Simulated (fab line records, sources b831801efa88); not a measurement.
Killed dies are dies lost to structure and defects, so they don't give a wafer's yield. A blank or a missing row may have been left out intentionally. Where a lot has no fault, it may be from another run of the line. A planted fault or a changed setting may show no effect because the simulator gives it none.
Commonality check across tools / flow gf180mcu / Sample size 8 lots and 24 wafers

WHAT PROMPTED THE OPENING
Of 8 lots, 3 have the reading HV_LDD_3_TW flagged at GF_HV_LDD_TW_MEAS_38. Fault-free wafers read 1448, with a standard deviation of 13.
Rule: flag the lot when none of its wafers has a number, or when each of its wafers that has one lies beyond 4 standard deviations from that mean. As for the other lots, they are considered sound.

lot=L631; measured=day 11 15:28; on=film-metro-04; HV_LDD_3_TW, wafer by wafer=1459 1457 1468; flag=
lot=L632; measured=day 11 18:24; on=film-metro-04; HV_LDD_3_TW, wafer by wafer=1459 1456 1461; flag=
lot=L633; measured=day 12 06:34; on=film-metro-04; HV_LDD_3_TW, wafer by wafer=1458 1452 1446; flag=
lot=L634; measured=day 12 12:50; on=film-metro-02; HV_LDD_3_TW, wafer by wafer=1433 1435 1432; flag=
lot=L637; measured=day 13 17:56; on=film-metro-02; HV_LDD_3_TW, wafer by wafer=1425 1434 1431; flag=
lot=L642; measured=day 15 06:47; on=film-metro-04; HV_LDD_3_TW, wafer by wafer=1621 1621 1627; flag=FLAGGED
lot=L643; measured=day 15 13:29; on=film-metro-02; HV_LDD_3_TW, wafer by wafer=1586 1587 1587; flag=FLAGGED
lot=L644; measured=day 16 01:58; on=film-metro-01; HV_LDD_3_TW, wafer by wafer=1607 1609 1615; flag=FLAGGED
Average over the flagged lots: 1607; offset from the usual +159, equal to +12 standard deviations.

EACH LOT AND THE TOOL IT RAN ON
The record holds 1 process step before the reading, out of a route of 602 steps. Cell contents, in order: the tool; ch with the chambers the sampled wafers went through; the start.
lot=L631; flag=; GF_HV_LDD_IMPLANT_33=implanter-04 ch 0, day 11 14:46
lot=L632; flag=; GF_HV_LDD_IMPLANT_33=implanter-02 ch 0, day 11 17:44
lot=L633; flag=; GF_HV_LDD_IMPLANT_33=implanter-02 ch 0, day 12 05:55
lot=L634; flag=; GF_HV_LDD_IMPLANT_33=implanter-01 ch 0, day 12 12:08
lot=L637; flag=; GF_HV_LDD_IMPLANT_33=implanter-01 ch 0, day 13 17:14
lot=L642; flag=FLAGGED; GF_HV_LDD_IMPLANT_33=implanter-01 ch 0, day 15 06:05
lot=L643; flag=FLAGGED; GF_HV_LDD_IMPLANT_33=implanter-02 ch 0, day 15 12:47
lot=L644; flag=FLAGGED; GF_HV_LDD_IMPLANT_33=implanter-02 ch 0, day 16 01:18
These steps, and what they do:
- GF_HV_LDD_IMPLANT_33
- GF_HV_LDD_TW_MEAS_38

FLAGGED AGAINST TOTAL, ONE TOOL AT A TIME (gauges that did the reading follow at the end)
step=GF_HV_LDD_IMPLANT_33; tool=implanter-01; lots run=3; flagged=1; share of the flagged lots=some; sound lots run after its first flagged lot=0
step=GF_HV_LDD_IMPLANT_33; tool=implanter-02; lots run=4; flagged=2; share of the flagged lots=some; sound lots run after its first flagged lot=0
step=GF_HV_LDD_IMPLANT_33; tool=implanter-04; lots run=1; flagged=0; share of the flagged lots=none; sound lots run after its first flagged lot=-
step=GF_HV_LDD_TW_MEAS_38; tool=film-metro-01; lots run=1; flagged=1; share of the flagged lots=some; sound lots run after its first flagged lot=0
step=GF_HV_LDD_TW_MEAS_38; tool=film-metro-02; lots run=3; flagged=1; share of the flagged lots=some; sound lots run after its first flagged lot=0
step=GF_HV_LDD_TW_MEAS_38; tool=film-metro-04; lots run=4; flagged=1; share of the flagged lots=some; sound lots run after its first flagged lot=0

THE TABLE: WHAT IT ALLOWS
No row of the table ran every flagged lot.

WHAT THE SIMULATOR HAD PUT IN
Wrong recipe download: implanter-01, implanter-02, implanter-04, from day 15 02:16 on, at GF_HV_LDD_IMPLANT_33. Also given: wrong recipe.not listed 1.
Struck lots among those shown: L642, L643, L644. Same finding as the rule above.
